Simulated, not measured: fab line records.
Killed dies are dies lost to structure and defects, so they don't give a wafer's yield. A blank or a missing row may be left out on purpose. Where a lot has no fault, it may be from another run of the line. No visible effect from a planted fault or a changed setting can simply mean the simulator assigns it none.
Lot-split experiment    flow gf180mcu    5 lots, 23 wafers read, on a route of 602 steps

== THE SPLIT ITSELF ==
At GF_NSD_IMPLANT_10, the setting energy kev was moved away from the recipe's 40 on 8 of the 23 wafers read, by -7.3% to +4.0%. All remaining wafers had this setting at the recipe value.

The reading comes from the split's own step.

== THE READING ==
implant.drp nm (the simulator's own value, which no gauge read), in nm, at GF_NSD_IMPLANT_10. The file gives no usual value for it.

wafer   tool, chamber at the split  energy kev as run  against the recipe  implant.drp nm, nm  against lot-mates on the recipe
L076.1  implanter-03, 0             40                 recipe              21.16               -
L076.2  implanter-03, 0             40                 recipe              21.16               -
L076.3  implanter-03, 0             40                 recipe              21.16               -
L076.5  implanter-03, 0             40                 recipe              21.16               -
L076.6  implanter-03, 0             40                 recipe              21.16               -
L078.1  implanter-03, 0             37.09              -7.3%               19.84               -1.32
L078.2  implanter-03, 0             37.09              -7.3%               19.84               -1.32
L078.3  implanter-03, 0             37.09              -7.3%               19.84               -1.32
L078.4  implanter-03, 0             40                 recipe              21.16               -
L078.6  implanter-03, 0             40                 recipe              21.16               -
L081.1  implanter-03, 0             40                 recipe              21.16               -
L081.3  implanter-03, 0             40                 recipe              21.16               -
L081.6  implanter-03, 0             40                 recipe              21.16               -
L081.2  implanter-03, 0             41.6               +4.0%               21.87               +0.71
L081.4  implanter-03, 0             41.6               +4.0%               21.87               +0.71
L080.1  implanter-01, 0             40                 recipe              21.16               -
L080.3  implanter-01, 0             40                 recipe              21.16               -
L080.5  implanter-01, 0             40                 recipe              21.16               -
L085.1  implanter-03, 0             40                 recipe              21.16               -
L085.3  implanter-03, 0             40                 recipe              21.16               -
L085.2  implanter-03, 0             41.35              +3.4%               21.76               +0.60
L085.5  implanter-03, 0             41.35              +3.4%               21.76               +0.60
L085.6  implanter-03, 0             41.35              +3.4%               21.76               +0.60

THE FIT
A straight line over all 23 wafers: implant.drp nm changes by +0.18 nm for each +1% of energy kev; r = +1.00; the points scatter about the line by 0.0046 nm.
The same after taking each lot's own level away (the mean of its wafers on the recipe; 23 wafers): +0.18 nm for each +1%; r = +1.00; scatter 0.0046 nm.
On that fit, the largest move of energy kev shifts the reading by 1.3 nm.
The lots' own levels span 21.160 to 21.160 nm.
Hence the lot-to-lot level has little effect on the slope; both slopes agree.
Check: for one of the wafers moved furthest among these (-7.3%), held out of the fit, the line's prediction against its lot-mates is -1.31 nm. Against them it came out at -1.32 nm.

== OTHER SPLITS APPLIED TO THESE WAFERS ==
Other splits were also applied to these wafers ahead of the reading. Each is held against what the fit with the lots' levels taken away leaves over:
other split on the same wafers  wafers away from the commonest value  r with implant.drp nm (lot level and that fit taken away)
GF_HV_LDD_EXPOSE_04 dose mj     6                                     -0.45
GF_HV_LDD_COAT_14 spin rpm      4                                     -0.11
GF_HV_LDD_SOFTBAKE_15 temp c    6                                     -0.16
GF_HV_LDD_IMPLANT_36 dose cm2   8                                     +0.36
GF_HV_LDD_CLEAN_51 time s       18                                    +0.28
GF_NSD_COAT_02 spin rpm         11                                    -0.38

== THE WHOLE CHAIN: every reading that the file lists as answering this split, in the file's order ==
step               what it does  reading                                                          change (the file's fit)                r (the file's)
GF_NSD_IMPLANT_10                implant.rp nm (the simulator's own value, which no gauge read)   +0.471 nm for each +1% of the setting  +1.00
GF_NSD_IMPLANT_10                implant.drp nm (the simulator's own value, which no gauge read)  +0.18 nm for each +1% of the setting   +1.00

== THE FILE'S OWN FIT ==
implant.drp nm changes by +0.18 nm for each +1% of energy kev, r = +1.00.
